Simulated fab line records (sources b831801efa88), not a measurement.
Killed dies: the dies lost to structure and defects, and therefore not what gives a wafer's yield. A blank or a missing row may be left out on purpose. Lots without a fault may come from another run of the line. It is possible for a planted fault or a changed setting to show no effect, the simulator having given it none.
fab line records	flow sfq-line
[record] lots = 14	wafers = 42	last-day = 88
route steps=325 shown M2@99 I2@103 M4@149
lots that met no fault: taken from a fault-free run of the same line
start-h: the number of hours between the record's first day and the start of the first shown wafer of the lot	wait-h: how many hours have passed since the lot's step before this one	" identical to the entry in the row above	L1.1+2: several wafers, shown together as one row	- no value present, or no start provided	* or withheld: withheld	< > ~ a bound
route shown NAME@n: a module of which the file shows steps, and the number in the route of the first	usual: mean/standard deviation of fault-free wafers	same: alike in all rows	chamber/n: place in a boat	sites: each site's reading	_std_site: standard deviation across them	_edge_site: the outer-site mean with the inner-site mean subtracted	radius-mm: for every site, how far away it sits from the centre of the wafer	mask NAME#n: copy n	behind: the most recent tool/chamber to have shaped the wafer	hold: cause of the lot's hold/its duration in hours/its outcome	device: which transistor (n, p or np) failed to switch	end of line: the same wafers' tests at the end of the route	for a step that has no rows: nothing shown but its recipe	killed: at the first sort, the dies lost to defects and structure; wafer yield is something else	map: dies across one wafer; x = killed, . = not, _ = none there
set.NAME: setting as actually run; set.NAME@STEP: the setting as run at that earlier step	model.NAME: the simulator's own value behind a step, which no gauge read
route steps across a sampled set of lots; one table per step, one row per wafer
services: a tool's chamber out of use, with start hour (start-h, from the record's first day; less than 0 if before it), hours out, and reason
[[steps]]
[step SFQ_TRILAYER_M2_BARC_OPEN_METAL_ETCH_077]
[recipe] mask-material = PR	chemistry = O2	target-depth-nm = 125	target = BARC	icp-w = 600	bias-w = 80	pressure-mtorr = 10	time-s = 41.7
[usual] drypump-motor-current-A = 5.70/0.18	oes-product-au = 0.685/0.0045	run-length-s = 69.9/0.4
lot.wafer	tool	chamber	start-h	wait-h	drypump-motor-current-A	oes-product-au	rf-hours-counter-h	run-length-s
L938.1	rie-metal-04	0	694.19	0.0	5.80	0.684	116	69.7
L938.4	"	1	"	"	5.95	0.679	-	69.8
L938.5	"	0	"	"	5.81	0.690	-	69.4
L939.1	rie-metal-01	0	754.32	0.0	5.59	0.685	35	70.3
L939.3	"	1	"	"	5.62	0.682	-	70.1
L939.5	"	0	"	"	5.57	0.686	-	70.7
L940.3	rie-metal-02	1	756.74	0.0	5.40	0.690	-	69.9
L940.5	"	0	"	"	5.66	0.684	-	69.8
L940.6	"	1	"	"	5.40	0.683	-	69.9
L941.3	rie-metal-04	1	757.94	0.0	5.93	0.690	-	69.3
L941.4	"	0	"	"	5.80	0.688	-	70.1
L941.6	"	1	"	"	5.92	0.693	-	69.4
L944.1	rie-metal-01	1	778.32	0.0	5.60	0.683	127	70.3
L944.3	"	1	"	"	5.62	0.795	-	62.4
L944.5	"	0	"	"	5.60	0.678	-	70.2
L946.1	rie-metal-01	0	805.92	0.0	5.59	0.688	43	70.4
L946.3	"	1	"	"	5.60	0.809	-	62.4
L946.5	"	1	"	"	5.59	0.688	-	70.2
L947.3	rie-metal-04	1	807.14	0.0	5.93	0.684	-	69.5
L947.4	"	0	"	"	5.81	0.692	-	69.7
L947.6	"	1	"	"	5.92	0.691	-	69.4
L950.4	rie-metal-04	1	820.25	0.0	5.93	0.685	-	69.3
L950.5	"	0	"	"	5.80	0.686	-	69.3
L950.6	"	1	"	"	5.92	0.685	-	69.4
L951.1	rie-metal-04	1	831.03	0.0	5.94	0.679	123	69.5
L951.2	"	0	"	"	5.80	0.689	133	69.4
L951.3	"	0	"	"	5.80	0.674	-	70.1
L953.1	rie-metal-04	1	851.60	0.0	5.94	0.679	127	69.9
L953.2	"	1	"	"	5.95	0.691	-	69.3
L953.4	"	1	"	"	5.92	0.684	-	69.4
L957.3	rie-metal-02	0	1049.29	0.0	5.71	0.695	-	69.9
L957.5	"	1	"	"	5.38	0.689	-	70.0
L957.6	"	0	"	"	5.72	0.689	-	69.9
L958.1	rie-metal-01	1	1056.47	0.0	5.62	0.685	26	70.0
L958.2	"	0	"	"	5.60	0.682	81	70.3
L958.5	"	1	"	"	5.60	0.682	-	70.0
L960.1	rie-metal-01	1	1075.67	0.0	5.62	0.682	28	70.6
L960.2	"	0	"	"	5.57	0.686	83	70.4
L960.4	"	0	"	"	5.57	0.692	-	70.2
L961.1	rie-metal-02	0	1087.77	0.0	5.69	0.688	40	70.0
L961.2	"	1	"	"	5.37	0.690	85	69.9
L961.5	"	0	"	"	5.70	0.686	-	69.8
[step SFQ_TRILAYER_I2_DEP_PECVD_063]
[recipe] material = SiO2	temp-c = 150	time-s = 111.11	pressure-torr = 2.4	rf-w = 183.3	precursor = SiH4/N2O	target-thk-nm = 500
[usual] heater-power-w = 83/11	throttle-valve-pct = 24.6/1.2
lot.wafer	tool	chamber	start-h	wait-h	heater-power-w	since-wet-clean-h	throttle-valve-pct
L938.1	pecvd-01	0	695.17	0.0	99	1240	26.7
L938.4	"	1	"	"	78	-	25.6
L938.5	"	0	"	"	83	-	26.2
L939.1	pecvd-01	1	755.28	0.0	86	1300	25.5
L939.3	"	2	"	"	67	1300	25.0
L939.5	"	2	"	"	70	-	25.1
L940.3	pecvd-04	0	757.72	0.0	69	-	25.7
L940.5	"	2	"	"	89	-	25.1
L940.6	"	0	"	"	72	-	25.6
L941.3	pecvd-03	0	758.88	0.0	91	181	23.0
L941.4	"	2	"	"	62	-	24.7
L941.6	"	1	"	"	76	-	23.6
L944.1	pecvd-03	2	779.28	0.0	75	202	24.6
L944.3	"	1	"	"	82	202	23.7
L944.5	"	2	"	"	61	-	24.6
L946.1	pecvd-04	1	806.88	0.0	113	968	25.2
L946.3	"	0	"	"	79	968	25.8
L946.5	"	1	"	"	94	-	25.3
L947.3	pecvd-03	2	808.08	0.0	74	230	24.7
L947.4	"	1	"	"	67	-	23.7
L947.6	"	2	"	"	75	-	24.8
L950.4	pecvd-01	1	821.23	0.0	76	-	25.4
L950.5	"	0	"	"	98	-	26.3
L950.6	"	2	"	"	62	-	24.9
L951.1	pecvd-04	1	831.99	0.0	96	993	25.5
L951.2	"	0	"	"	82	993	26.2
L951.3	"	2	"	"	82	993	25.7
L953.1	pecvd-03	1	853.34	0.0	81	276	23.6
L953.2	"	2	"	"	72	276	25.1
L953.4	"	0	"	"	78	-	23.2
L957.3	pecvd-01	2	1050.24	0.0	77	103	22.3
L957.5	"	2	"	"	78	-	22.7
L957.6	"	0	"	"	84	-	22.7
L958.1	pecvd-01	1	1057.44	0.0	82	110	21.8
L958.2	"	0	"	"	92	110	22.8
L958.5	"	2	"	"	73	-	22.6
L960.1	pecvd-03	2	1076.63	0.0	77	499	25.5
L960.2	"	1	"	"	76	499	24.4
L960.4	"	1	"	"	81	-	24.3
L961.1	pecvd-04	2	1088.73	0.0	89	1250	25.4
L961.2	"	1	"	"	114	1250	25.3
L961.5	"	1	"	"	93	-	25.4
[step SFQ_TRILAYER_I2_VIA_BARC_OPEN_VIA_ETCH_096]
[recipe] mask-material = PR	chemistry = O2	target-depth-nm = 125	target = BARC	source-w = 500	bias-w = 80	pressure-mtorr = 30	time-s = 41.7
[usual] drypump-motor-current-A = 5.7/0.61	oes-product-au = 0.685/0.0044	run-length-s = 70.1/0.4
lot.wafer	tool	chamber	start-h	wait-h	drypump-motor-current-A	oes-product-au	rf-hours-counter-h	run-length-s
L938.1	rie-diel-02	2	850.48	0.0	5.3	0.680	6	70.1
L938.4	"	3	"	"	5.7	0.679	17	69.6
L938.5	"	2	"	"	5.3	0.682	-	70.6
L939.1	rie-diel-04	1	913.11	0.0	5.3	0.690	5	70.2
L939.3	"	3	"	"	6.6	0.689	7	70.3
L939.5	"	1	"	"	5.3	0.676	-	69.5
L940.3	rie-diel-01	3	915.51	0.0	6.8	0.690	5	69.7
L940.5	"	3	"	"	6.8	0.684	-	69.4
L940.6	"	0	"	"	5.3	0.684	-	70.4
L941.3	rie-diel-04	0	917.91	0.0	5.3	0.686	6	69.3
L941.4	"	3	"	"	6.6	0.684	-	71.0
L941.6	"	0	"	"	5.4	0.685	-	70.1
L944.1	rie-diel-04	0	935.91	0.0	5.3	0.687	6	69.7
L944.3	"	2	"	"	5.5	0.689	1	70.2
L944.5	"	1	"	"	5.3	0.688	-	69.7
L946.1	rie-diel-02	2	959.37	0.0	5.4	0.675	8	70.1
L946.3	"	3	"	"	5.7	0.685	19	69.7
L946.5	"	2	"	"	5.4	0.683	-	69.9
L947.3	rie-diel-01	3	960.34	0.0	6.8	0.684	6	69.8
L947.4	"	0	"	"	5.3	0.688	10	70.0
L947.6	"	1	"	"	4.8	0.684	-	70.8
L950.4	rie-diel-01	0	978.34	0.0	5.3	0.683	10	70.3
L950.5	"	3	"	"	6.7	0.688	-	69.5
L950.6	"	2	"	"	6.7	0.683	-	70.2
L951.1	rie-diel-04	2	986.74	0.0	5.5	0.686	2	70.2
L951.2	"	0	"	"	5.4	0.686	7	69.9
L951.3	"	3	"	"	6.6	0.690	8	70.8
L953.1	rie-diel-04	0	1008.47	0.0	5.4	0.684	8	69.5
L953.2	"	2	"	"	5.5	0.689	3	69.9
L953.4	"	3	"	"	6.7	0.689	9	70.7
L957.3	rie-diel-04	0	1169.54	0.0	5.4	0.689	9	69.4
L957.5	"	2	"	"	5.5	0.686	-	70.6
L957.6	"	3	"	"	6.6	0.687	-	70.3
L958.1	rie-diel-04	3	1174.34	0.0	6.6	0.678	10	70.4
L958.2	"	2	"	"	5.5	0.681	4	69.9
L958.5	"	3	"	"	6.6	0.680	-	70.5
L960.1	rie-diel-01	2	1183.94	0.0	6.7	0.688	5	69.7
L960.2	"	1	"	"	4.8	0.682	1	70.3
L960.4	"	1	"	"	4.8	0.690	-	70.7
L961.1	rie-diel-02	0	1188.74	0.0	5.8	0.682	1	70.5
L961.2	"	1	"	"	5.2	0.691	9	69.7
L961.5	"	2	"	"	5.3	0.685	-	70.1
[step SFQ_TRILAYER_M4_DEP_SPUTTER_091]
[recipe] material = Nb	base-pressure-pa = 1.33e-06	chamber-pressure-pa = 0.1333	substrate-temp-c = 20	resputter-cathode-voltage-v = 400	target-thk-nm = 200	power-w = 2000	time-s = 133.3
[usual] cathode-dc-power-W = 2000.0/0.35	chamber-pressure-pa = 0.1333/0.00026	substrate-temp-c = 20.01/0.11	throttle-valve-pct = 29.9/0.98
lot.wafer	tool	chamber	start-h	wait-h	cathode-dc-power-W	chamber-pressure-pa	substrate-temp-c	throttle-valve-pct
L938.1	pvd-sputter-04	-	1010.63	0.0	2000.1	0.13308	20.05	27.7
L938.4	"	-	"	"	2000.0	0.13358	20.14	30.7
L938.5	"	-	"	"	2000.0	0.13352	20.04	27.5
L939.1	pvd-sputter-05	-	1070.63	0.0	2000.3	0.13342	20.12	30.1
L939.3	"	-	"	"	2000.3	0.13341	20.06	29.4
L939.5	"	-	"	"	2000.1	0.13328	20.15	30.3
L940.3	pvd-sputter-06	-	1074.23	0.0	2000.2	0.13322	20.08	31.0
L940.5	"	-	"	"	1999.4	0.13281	20.12	30.3
L940.6	"	-	"	"	2000.5	0.13356	19.94	31.0
L941.3	pvd-sputter-05	-	1075.63	0.0	2000.0	0.1333	19.86	29.2
L941.4	"	-	"	"	2000.0	0.13355	20.18	28.6
L941.6	"	-	"	"	1999.6	0.1336	20.03	29.2
L944.1	pvd-sputter-04	-	1188.50	0.0	1999.9	0.13301	19.93	30.5
L944.3	"	-	"	"	2000.3	0.13342	19.95	27.5
L944.5	"	-	"	"	2000.3	0.13339	20.00	30.8
L946.1	pvd-sputter-06	-	1196.90	0.0	1999.9	0.1333	19.93	30.5
L946.3	"	-	"	"	2000.2	0.13355	19.88	31.3
L946.5	"	-	"	"	2000.0	0.1337	20.00	31.0
L947.3	pvd-sputter-04	-	1198.10	0.0	1999.9	0.13309	19.97	27.7
L947.4	"	-	"	"	1999.8	0.13361	19.92	29.8
L947.6	"	-	"	"	1999.8	0.13298	19.99	27.6
L950.4	pvd-sputter-04	-	1208.90	0.0	2000.0	0.13286	20.08	27.7
L950.5	"	-	"	"	2000.3	0.13301	20.00	30.6
L950.6	"	-	"	"	2000.1	0.13309	20.17	29.3
L951.1	pvd-sputter-05	-	1210.10	0.0	2001.0	0.13355	19.97	28.8
L951.2	"	-	"	"	2000.3	0.13345	20.19	29.1
L951.3	"	-	"	"	2000.2	0.13275	20.03	29.9
L953.1	pvd-sputter-05	-	1219.70	0.0	1999.5	0.13355	19.98	28.2
L953.2	"	-	"	"	2000.0	0.1336	20.00	30.2
L953.4	"	-	"	"	1999.7	0.13346	20.27	29.9
L957.3	pvd-sputter-06	-	1379.87	0.0	1999.9	0.13299	20.06	30.4
L957.5	"	-	"	"	2000.2	0.13338	19.98	30.3
L957.6	"	-	"	"	1999.5	0.13316	19.89	31.2
L958.1	pvd-sputter-05	-	1389.42	0.0	2000.2	0.13328	20.02	30.1
L958.2	"	-	"	"	1999.9	0.1334	19.91	30.5
L958.5	"	-	"	"	1999.5	0.13332	20.01	29.9
L960.1	pvd-sputter-06	-	1402.63	0.0	1999.7	0.13318	20.01	31.0
L960.2	"	-	"	"	2000.1	0.13289	20.04	30.3
L960.4	"	-	"	"	2000.4	0.13338	20.20	30.4
L961.1	pvd-sputter-04	-	1409.22	0.0	1999.9	0.13339	20.24	29.3
L961.2	"	-	"	"	2001.2	0.13334	20.24	27.6
L961.5	"	-	"	"	2000.2	0.13302	19.98	29.2
[[services]]
tool	chamber	start-h	hours	kind
rie-diel-04	-	676.47	2.8	pm
rie-diel-04	3	698.42	9.9	repair
rie-diel-04	3	780.84	61.4	repair
rie-metal-04	0	793.62	7.3	repair
rie-metal-04	-	828.27	1.7	repair
rie-diel-04	0	838.55	8.0	repair
rie-diel-04	2	848.12	1.4	repair
rie-diel-04	-	853.03	4.3	pm
rie-diel-04	1	858.37	19.2	repair
rie-metal-04	1	861.26	5.8	repair
rie-diel-04	2	914.53	7.9	repair
rie-metal-04	-	915.31	2.8	pm
rie-diel-04	-	923.37	0.6	repair
rie-diel-04	0	926.01	2.6	repair
rie-diel-04	-	960.19	0.8	repair
rie-diel-04	-	998.22	1.0	repair
rie-diel-04	-	1010.44	0.6	repair
rie-metal-04	1	1059.76	7.1	repair
rie-metal-04	-	1082.37	1.4	repair
rie-diel-04	3	1082.51	7.5	repair
rie-diel-04	-	1182.89	0.7	repair
rie-diel-04	1	1253.54	4.1	repair
rie-diel-04	3	1288.87	3.8	repair
rie-diel-04	0	1337.39	19.5	repair
[[key]]
[first-sign] step = SFQ_TRILAYER_M2_BARC_OPEN_METAL_ETCH_077	reading = oes-product-au	direction = up	sigmas = 26	usual = 0.685	struck = 0.802
[effect] step = SFQ_TRILAYER_M2_BARC_OPEN_METAL_ETCH_077	reading = run-length-s	direction = down	sigmas = 19	usual = *	struck = *
met-at SFQ_TRILAYER_M2_BARC_OPEN_METAL_ETCH_077
struck-lots L944,L946
struck-wafers L944.3,L946.3
not-acting-at SFQ_TRILAYER_I2_DEP_PECVD_063,SFQ_TRILAYER_I2_VIA_BARC_OPEN_VIA_ETCH_096,SFQ_TRILAYER_M4_DEP_SPUTTER_091
onset-between 754.32 778.32
[fault] kind = process-parameter-drift	tool = rie-metal-01	chamber = -	onset-h = 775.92	steps = SFQ_TRILAYER_M2_BARC_OPEN_METAL_ETCH_077	channel = time-s	offset = *	shape = step	end-h = 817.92	scope = struck-wafers-only	acts-in = *	stated = *
